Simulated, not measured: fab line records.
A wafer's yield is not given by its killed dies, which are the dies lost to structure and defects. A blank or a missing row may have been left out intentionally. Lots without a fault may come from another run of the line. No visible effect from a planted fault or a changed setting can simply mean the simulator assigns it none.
Which tool did it? || flow sfq-line || 15 lots, 43 wafers sampled, at 3 steps of a route of 325

WHAT EACH GAUGE READ, for each wafer
Not one reading of a measure or inspect step in the record can be checked against a usual standard deviation.

TOOL THAT RAN EACH LOT (tool first, then ch and the chambers of the sampled wafers, then the start)
{"lot": "L584", "SFQ_TRILAYER_I1_CMP_CMP_046": "cmp-01 ch 0,1,2, day 11 18:36", "SFQ_TRILAYER_I1_METRO_MEASURE_047": "film-metro-02, day 11 21:43", "SFQ_TRILAYER_I1_VIA_ETCH_VIA_ETCH_052": "rie-diel-01 ch 0,2, day 17 05:11"}
{"lot": "L585", "SFQ_TRILAYER_I1_CMP_CMP_046": "cmp-02 ch 2,3, day 12 04:12", "SFQ_TRILAYER_I1_METRO_MEASURE_047": "film-metro-03, day 12 07:43", "SFQ_TRILAYER_I1_VIA_ETCH_VIA_ETCH_052": "rie-diel-03 ch 0,1, day 17 15:59"}
{"lot": "L586", "SFQ_TRILAYER_I1_CMP_CMP_046": "cmp-02 ch 2,3, day 12 20:35", "SFQ_TRILAYER_I1_METRO_MEASURE_047": "film-metro-03, day 12 23:25", "SFQ_TRILAYER_I1_VIA_ETCH_VIA_ETCH_052": "rie-diel-04 ch 1,2,3, day 18 08:47"}
{"lot": "L591", "SFQ_TRILAYER_I1_CMP_CMP_046": "cmp-01 ch 1,2,3, day 13 20:10", "SFQ_TRILAYER_I1_METRO_MEASURE_047": "film-metro-03, day 13 23:17", "SFQ_TRILAYER_I1_VIA_ETCH_VIA_ETCH_052": "rie-diel-04 ch 0,1,3, day 19 14:20"}
{"lot": "L593", "SFQ_TRILAYER_I1_CMP_CMP_046": "cmp-02 ch 0,2,3, day 14 09:05", "SFQ_TRILAYER_I1_METRO_MEASURE_047": "film-metro-03, day 14 11:49", "SFQ_TRILAYER_I1_VIA_ETCH_VIA_ETCH_052": "rie-diel-03 ch 1,2,3, day 20 09:07"}
{"lot": "L594", "SFQ_TRILAYER_I1_CMP_CMP_046": "cmp-02 ch 0,1,3, day 15 00:05", "SFQ_TRILAYER_I1_METRO_MEASURE_047": "film-metro-03, day 15 02:13", "SFQ_TRILAYER_I1_VIA_ETCH_VIA_ETCH_052": "rie-diel-04 ch 0,2, day 21 08:53"}
{"lot": "L596", "SFQ_TRILAYER_I1_CMP_CMP_046": "cmp-02 ch 2,3, day 15 02:35", "SFQ_TRILAYER_I1_METRO_MEASURE_047": "film-metro-04, day 15 05:37", "SFQ_TRILAYER_I1_VIA_ETCH_VIA_ETCH_052": "rie-diel-03 ch 2,3, day 21 12:29"}
{"lot": "L597", "SFQ_TRILAYER_I1_CMP_CMP_046": "cmp-02 ch 0, day 15 07:25", "SFQ_TRILAYER_I1_METRO_MEASURE_047": "film-metro-03, day 15 10:08", "SFQ_TRILAYER_I1_VIA_ETCH_VIA_ETCH_052": "rie-diel-01 ch 1, day 21 18:32"}
{"lot": "L598", "SFQ_TRILAYER_I1_CMP_CMP_046": "cmp-01 ch 0,2,3, day 15 20:05", "SFQ_TRILAYER_I1_METRO_MEASURE_047": "film-metro-03, day 15 22:42", "SFQ_TRILAYER_I1_VIA_ETCH_VIA_ETCH_052": "rie-diel-01 ch 0,2, day 22 08:53"}
{"lot": "L600", "SFQ_TRILAYER_I1_CMP_CMP_046": "cmp-01 ch 1,2, day 16 11:22", "SFQ_TRILAYER_I1_METRO_MEASURE_047": "film-metro-03, day 16 14:29", "SFQ_TRILAYER_I1_VIA_ETCH_VIA_ETCH_052": "rie-diel-04 ch 1,2,3, day 22 23:17"}
{"lot": "L601", "SFQ_TRILAYER_I1_CMP_CMP_046": "cmp-01 ch 1,2,3, day 16 17:59", "SFQ_TRILAYER_I1_METRO_MEASURE_047": "film-metro-03, day 16 20:36", "SFQ_TRILAYER_I1_VIA_ETCH_VIA_ETCH_052": "rie-diel-03 ch 0,2,3, day 23 06:29"}
{"lot": "L603", "SFQ_TRILAYER_I1_CMP_CMP_046": "cmp-01 ch 0,3, day 17 08:00", "SFQ_TRILAYER_I1_METRO_MEASURE_047": "film-metro-02, day 17 11:19", "SFQ_TRILAYER_I1_VIA_ETCH_VIA_ETCH_052": "rie-diel-03 ch 0,1,3, day 24 01:16"}
{"lot": "L604", "SFQ_TRILAYER_I1_CMP_CMP_046": "cmp-02 ch 0,2,3, day 17 19:52", "SFQ_TRILAYER_I1_METRO_MEASURE_047": "film-metro-03, day 17 22:11", "SFQ_TRILAYER_I1_VIA_ETCH_VIA_ETCH_052": "rie-diel-01 ch 1,2, day 24 14:34"}
{"lot": "L605", "SFQ_TRILAYER_I1_CMP_CMP_046": "cmp-02 ch 0,2,3, day 18 04:52", "SFQ_TRILAYER_I1_METRO_MEASURE_047": "film-metro-03, day 18 06:59", "SFQ_TRILAYER_I1_VIA_ETCH_VIA_ETCH_052": "rie-diel-04 ch 0,1,3, day 24 21:46"}
{"lot": "L606", "SFQ_TRILAYER_I1_CMP_CMP_046": "cmp-02 ch 0,1,2, day 18 10:22", "SFQ_TRILAYER_I1_METRO_MEASURE_047": "film-metro-02, day 18 12:59", "SFQ_TRILAYER_I1_VIA_ETCH_VIA_ETCH_052": "rie-diel-03 ch 0,2,3, day 25 07:22"}
- SFQ_TRILAYER_I1_CMP_CMP_046: polishes SiO2.
- SFQ_TRILAYER_I1_METRO_MEASURE_047
- SFQ_TRILAYER_I1_VIA_ETCH_VIA_ETCH_052: etches SiO2 in CHF3, stops on Nb, target depth 260 nm.

AS READ BY THE TOOLS THEMSELVES (means over the sampled wafers that have a number; for cases with no such wafer, the mark the record gives instead)
SFQ_TRILAYER_I1_CMP_CMP_046. Usual: motor-current-A 10.2 A, standard deviation 1.4; time-to-endpoint-s 217 s, standard deviation 7.4.
{"lot": "L584", "tool": "cmp-01", "motor-current-A (A)": 10.3, "time-to-endpoint-s (s)": 218, "flag": ""}
{"lot": "L585", "tool": "cmp-02", "motor-current-A (A)": 10.8, "time-to-endpoint-s (s)": 231, "flag": ""}
{"lot": "L586", "tool": "cmp-02", "motor-current-A (A)": 9.6, "time-to-endpoint-s (s)": 213, "flag": ""}
{"lot": "L591", "tool": "cmp-01", "motor-current-A (A)": 9.5, "time-to-endpoint-s (s)": 214, "flag": ""}
{"lot": "L593", "tool": "cmp-02", "motor-current-A (A)": 10.3, "time-to-endpoint-s (s)": 229, "flag": ""}
{"lot": "L594", "tool": "cmp-02", "motor-current-A (A)": 10.0, "time-to-endpoint-s (s)": 217, "flag": ""}
{"lot": "L596", "tool": "cmp-02", "motor-current-A (A)": 9.3, "time-to-endpoint-s (s)": 222, "flag": ""}
{"lot": "L597", "tool": "cmp-02", "motor-current-A (A)": 10.7, "time-to-endpoint-s (s)": 219, "flag": ""}
{"lot": "L598", "tool": "cmp-01", "motor-current-A (A)": 11.2, "time-to-endpoint-s (s)": 209, "flag": ""}
{"lot": "L600", "tool": "cmp-01", "motor-current-A (A)": 9.7, "time-to-endpoint-s (s)": 216, "flag": ""}
{"lot": "L601", "tool": "cmp-01", "motor-current-A (A)": 9.4, "time-to-endpoint-s (s)": 221, "flag": ""}
{"lot": "L603", "tool": "cmp-01", "motor-current-A (A)": 11.6, "time-to-endpoint-s (s)": 213, "flag": ""}
{"lot": "L604", "tool": "cmp-02", "motor-current-A (A)": 10.0, "time-to-endpoint-s (s)": 223, "flag": ""}
{"lot": "L605", "tool": "cmp-02", "motor-current-A (A)": 10.5, "time-to-endpoint-s (s)": 219, "flag": ""}
{"lot": "L606", "tool": "cmp-02", "motor-current-A (A)": 10.8, "time-to-endpoint-s (s)": 209, "flag": ""}

SFQ_TRILAYER_I1_METRO_MEASURE_047. Usual: thk-nm reads 200.0 nm (standard deviation 1).
{"lot": "L584", "tool": "film-metro-02", "thk-nm (nm)": 199.3, "flag": ""}
{"lot": "L585", "tool": "film-metro-03", "thk-nm (nm)": 200.3, "flag": ""}
{"lot": "L586", "tool": "film-metro-03", "thk-nm (nm)": 198.5, "flag": ""}
{"lot": "L591", "tool": "film-metro-03", "thk-nm (nm)": 199.4, "flag": ""}
{"lot": "L593", "tool": "film-metro-03", "thk-nm (nm)": 190.8, "flag": "OFF"}
{"lot": "L594", "tool": "film-metro-03", "thk-nm (nm)": 195.6, "flag": "OFF"}
{"lot": "L596", "tool": "film-metro-04", "thk-nm (nm)": 195.4, "flag": "OFF"}
{"lot": "L597", "tool": "film-metro-03", "thk-nm (nm)": 198.9, "flag": ""}
{"lot": "L598", "tool": "film-metro-03", "thk-nm (nm)": 198.8, "flag": ""}
{"lot": "L600", "tool": "film-metro-03", "thk-nm (nm)": 201.1, "flag": ""}
{"lot": "L601", "tool": "film-metro-03", "thk-nm (nm)": 200.6, "flag": ""}
{"lot": "L603", "tool": "film-metro-02", "thk-nm (nm)": 199.5, "flag": ""}
{"lot": "L604", "tool": "film-metro-03", "thk-nm (nm)": 200.9, "flag": ""}
{"lot": "L605", "tool": "film-metro-03", "thk-nm (nm)": 199.1, "flag": ""}
{"lot": "L606", "tool": "film-metro-02", "thk-nm (nm)": 199.1, "flag": ""}

SFQ_TRILAYER_I1_VIA_ETCH_VIA_ETCH_052. Usual: drypump-motor-current-A 5.5 A, standard deviation 0.46; oes-product-au 0.854 a.u., standard deviation 0.0049.
{"lot": "L584", "tool": "rie-diel-01", "drypump-motor-current-A (A)": 6.0, "oes-product-au (a.u.)": 0.850, "flag": ""}
{"lot": "L585", "tool": "rie-diel-03", "drypump-motor-current-A (A)": 5.1, "oes-product-au (a.u.)": 0.853, "flag": ""}
{"lot": "L586", "tool": "rie-diel-04", "drypump-motor-current-A (A)": 5.6, "oes-product-au (a.u.)": 0.854, "flag": ""}
{"lot": "L591", "tool": "rie-diel-04", "drypump-motor-current-A (A)": 5.8, "oes-product-au (a.u.)": 0.853, "flag": ""}
{"lot": "L593", "tool": "rie-diel-03", "drypump-motor-current-A (A)": 5.4, "oes-product-au (a.u.)": 0.831, "flag": "OFF"}
{"lot": "L594", "tool": "rie-diel-04", "drypump-motor-current-A (A)": 5.5, "oes-product-au (a.u.)": 0.842, "flag": ""}
{"lot": "L596", "tool": "rie-diel-03", "drypump-motor-current-A (A)": 5.4, "oes-product-au (a.u.)": 0.845, "flag": ""}
{"lot": "L597", "tool": "rie-diel-01", "drypump-motor-current-A (A)": 4.9, "oes-product-au (a.u.)": 0.853, "flag": ""}
{"lot": "L598", "tool": "rie-diel-01", "drypump-motor-current-A (A)": 6.2, "oes-product-au (a.u.)": 0.852, "flag": ""}
{"lot": "L600", "tool": "rie-diel-04", "drypump-motor-current-A (A)": 5.6, "oes-product-au (a.u.)": 0.857, "flag": ""}
{"lot": "L601", "tool": "rie-diel-03", "drypump-motor-current-A (A)": 5.1, "oes-product-au (a.u.)": 0.850, "flag": ""}
{"lot": "L603", "tool": "rie-diel-03", "drypump-motor-current-A (A)": 5.1, "oes-product-au (a.u.)": 0.855, "flag": ""}
{"lot": "L604", "tool": "rie-diel-01", "drypump-motor-current-A (A)": 5.5, "oes-product-au (a.u.)": 0.859, "flag": ""}
{"lot": "L605", "tool": "rie-diel-04", "drypump-motor-current-A (A)": 5.7, "oes-product-au (a.u.)": 0.854, "flag": ""}
{"lot": "L606", "tool": "rie-diel-03", "drypump-motor-current-A (A)": 5.1, "oes-product-au (a.u.)": 0.852, "flag": ""}

THE ANSWER, worked out from the rows above alone
Rule: take the mean of a lot's wafers that have a number; if it is more than 3 standard deviations from the usual mean, the lot is off. Also off: a lot with no number at a reading for which 4 or more lots have one. Where the step has rows for the other lots, those lots are counted as sound. First the gauges in route order, then the tools' own readings, where a lot's mean is used as printed above. At the first step where some lot is off, the reading lying furthest off is the one used; lots without a number count as furthest.
Off: L593, L594, L596 (SFQ_TRILAYER_I1_METRO_MEASURE_047, thk-nm).
A tool fits if, at that step or a process step before it, it ran every lot that is off, and no sound lot after the first of them. Of those tried, none fits.

WHAT HAD BEEN PUT IN BY THE SIMULATOR
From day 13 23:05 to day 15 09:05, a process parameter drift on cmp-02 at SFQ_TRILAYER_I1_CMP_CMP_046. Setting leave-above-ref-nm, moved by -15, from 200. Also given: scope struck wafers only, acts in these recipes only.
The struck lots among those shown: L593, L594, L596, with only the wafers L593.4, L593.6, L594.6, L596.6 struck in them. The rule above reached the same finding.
